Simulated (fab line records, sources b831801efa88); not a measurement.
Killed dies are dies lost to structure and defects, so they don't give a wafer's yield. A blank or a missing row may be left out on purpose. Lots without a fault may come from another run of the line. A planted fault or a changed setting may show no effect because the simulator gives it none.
A struck lot beside a sound one | flow gf180mcu | 18 steps out of a route of 602
Sound: wafers L556.2, L556.3, L556.6. Struck: wafer L575.5. (L575.3, L575.6 of the same lot were not struck and are left out.) The cause comes at the end.
At each step with rows: each side's tool, then ch and its chambers, then its first start. Under that, the readings that differ: sound wafers | struck wafers | difference of the means | sigmas: that difference in standard deviations of wafers without a fault.
alike: readings whose means differ by less than 2 such deviations, and words and numbers that are the same on both sides. not compared: withheld readings, readings that some wafer has no value for, bounds like >300 that may hide the same value, and numbers for which the record gives no deviation and whose values overlap.
The two part at a step that has a row with sigmas, a row that says differs or no value, or rows on one side only. Numbers that don't overlap but have no deviation are shown without sigmas and don't part them. A reading that every wafer of one side lacks parts them only if that side has two wafers or more.

first, 3 steps without rows for these wafers: GF_V2_EXPOSE_11 (exposes mask Via2, target cd 260 nm); GF_V2_PEB_12 (peb time 90 s); GF_V2_DEVELOP_13 (develop time 60 s).
GF_V2_CD_MEAS_14: target cd 260 nm.
  sound on cd_sem-02, day 20 20:28; struck on cd_sem-02, day 26 23:23
  alike: cd_nm
GF_V2_OVL_MEAS_15:
  sound on overlay-01, day 20 20:34; struck on overlay-01, day 26 23:29
  alike: V2_OVL
GF_V2_ETCH_16: etches BARC in N2/H2.
  sound on rie_diel-03 ch 1,3, day 20 20:36; struck on rie_diel-04 ch 2, day 26 23:30
  alike: chamber_pressure_mTorr, drypump_motor_current_A, n2_flow_sccm, oes_product_au, throttle_valve_pct
GF_V2_ETCH_17: etches SiO2 in C4F8/O2/Ar, stops on TiN, target depth 630 nm.
  sound on rie_diel-03 ch 1,3; struck on rie_diel-04 ch 2
  alike: chamber_pressure_mTorr, oes_product_au
GF_V2_STRIP_18: strips in O2/N2.
  sound on plasma_asher-01 ch 0,1, day 20 20:44; struck on plasma_asher-02 ch 0, day 26 23:40
  alike: chamber_pressure_mTorr, drypump_motor_current_A, heater_power_w, n2_flow_sccm, oes_product_au
  not compared: rf_hours_counter_h
then, 3 steps without rows for these wafers: GF_V2_STRIP_19 (strips in post etch residue remover, time 1200 s); GF_V2_CLEAN_20 (cleans in DIW); GF_V2_SPUTTER_21 (material Ti, target thk 15 nm, time 80.02 s).
GF_V2_SPUTTER_22: material TiN, target thk 10 nm, time 40 s.
  sound on pvd_sputter-03, day 20 21:19; struck on pvd_sputter-03, day 27 00:16
  alike: cathode_dc_power_W, throttle_valve_pct
GF_V2_CVD_23: deposits W, target thk 350 nm, time 104.94 s.
  sound on cvd_w-02 ch 0,1, day 20 21:22; struck on cvd_w-01 ch 1, day 27 00:20
  reading                          | sound             | struck | difference | sigmas
  model.W_of_V2_CVD_23.thk_nm (nm) | 357.8 355.3 354.8 | 312.4  | -43.6      |
  alike: heater_power_w
GF_V2_RS_MEAS_24: measures by four-point-probe.
  sound on film_metro-04, day 20 21:29; struck on film_metro-03, day 27 00:27
  reading          | sound             | struck | difference | sigmas
  V2_W_RS (ohm/sq) | 0.321 0.322 0.323 | 0.367  | +0.045     | +13
GF_V2_THK_MEAS_25: measures by xrf.
  sound on film_metro-04, day 20 21:36; struck on film_metro-03, day 27 00:33
  reading       | sound       | struck | difference | sigmas
  V2_W_THK (nm) | 365 363 362 | 319    | -44        | -8
GF_V2_CMP_26: polishes, stops on SiO2, t overpolish 15 s, target thk 0 nm.
  sound on cmp-01 ch 0,3, day 20 21:39; struck on cmp-02 ch 1, day 27 00:41
  reading                | sound    | struck | difference | sigmas
  time_to_endpoint_s (s) | 85 85 90 | 73     | -14        | -4
  alike: motor_current_A, platen_rpm
GF_M3_SPUTTER_00: material Ti, target thk 37.5 nm, time 150 s.
  sound on pvd_sputter-01, day 20 21:57; struck on pvd_sputter-04, day 27 00:53
  alike: cathode_dc_power_W, throttle_valve_pct
-- the record jumps here: 7 days lie between the struck wafers' starts before and after (it left off in module M3 and takes up again in module PASSIVATION, whose first step shown is number 602 of the route) --
GF_PASSIVATION_PROBE_99:
  the record has rows for the struck wafers here (prober-02, day 34 06:56) and none for the sound ones

WHERE THEY PART
First at GF_V2_RS_MEAS_24; last, within this record, at GF_PASSIVATION_PROBE_99.

WHY: what the simulator had put in
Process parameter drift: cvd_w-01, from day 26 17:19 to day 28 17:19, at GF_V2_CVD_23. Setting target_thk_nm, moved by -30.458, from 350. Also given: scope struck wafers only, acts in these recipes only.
